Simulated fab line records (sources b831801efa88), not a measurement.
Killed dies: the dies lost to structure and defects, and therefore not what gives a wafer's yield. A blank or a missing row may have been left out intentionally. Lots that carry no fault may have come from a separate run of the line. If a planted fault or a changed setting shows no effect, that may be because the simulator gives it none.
Matching of chambers -- flow sky130 -- SKY_CAP2M_CVD_00 on pecvd-01: 3 sister chambers
The step deposits SiO2, target thk 15.5 nm. 33 wafers are shown with their chamber, then 12 later ones without.

## WAFERS, EACH WITH ITS CHAMBER
wafer,chamber,heaterPowerW (W)
L075.1,0,949
L075.2,2,697
L075.3,1,875
L075.4,0,957
L075.5,1,897
L075.6,2,687
L076.3,2,698
L076.4,2,696
L076.6,1,996
L079.3,1,977
L079.5,0,933
L079.6,2,694
L081.1,1,934
L081.2,2,643
L081.3,0,901
L081.4,1,934
L081.5,0,919
L081.6,2,631
L080.1,2,669
L080.2,1,906
L080.4,2,672
L083.1,0,913
L083.3,2,730
L083.4,0,914
L087.1,0,882
L087.5,0,862
L087.6,2,726
L089.1,2,681
L089.2,0,897
L089.6,0,905
L090.3,0,877
L090.5,2,645
L090.6,0,862

SIGNATURES (means of the wafers above)
reading,chamber 0,chamber 1,chamber 2,scatter within a chamber
heaterPowerW,905.46,931.29,682.23,33.2
Rule: for a wafer and a chamber, the distance is found by dividing, reading by reading, the gap between the wafer's reading and the chamber's mean by the reading's scatter, squaring, summing and taking the root. If the next closest chamber is less than 2 further off than the closest, the wafer can't be placed; otherwise it belongs to the closest. How the scatter is found: for the shown wafers, subtract from each reading the mean of its chamber, square and add these, divide the total by (wafers less chambers), then take the root.

## WAFERS WITHOUT THEIR CHAMBER
wafer,heaterPowerW (W)
L091.2,711
L091.3,926
L091.5,714
L095.1,816
L095.2,901
L095.3,608
L095.4,889
L095.5,817
L095.6,616
L097.1,845
L097.2,602
L097.3,825

## CHAMBER TAKEN BY EACH
wafer,from the rows above,in truth
L091.2,2,2
L091.3,can't be placed: 1 or 0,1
L091.5,2,2
L095.1,can't be placed: 0 or 1 or 2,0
L095.2,can't be placed: 0 or 1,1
L095.3,2,2
L095.4,can't be placed: 0 or 1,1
L095.5,can't be placed: 0 or 1 or 2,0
L095.6,2,2
L097.1,can't be placed: 0 or 1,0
L097.2,2,2
L097.3,can't be placed: 0 or 1 or 2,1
Correct placement for 5 of the 12. Cannot be placed on the basis of these rows: 7; the candidates contain the true chamber in 7. 0 placed wrongly.
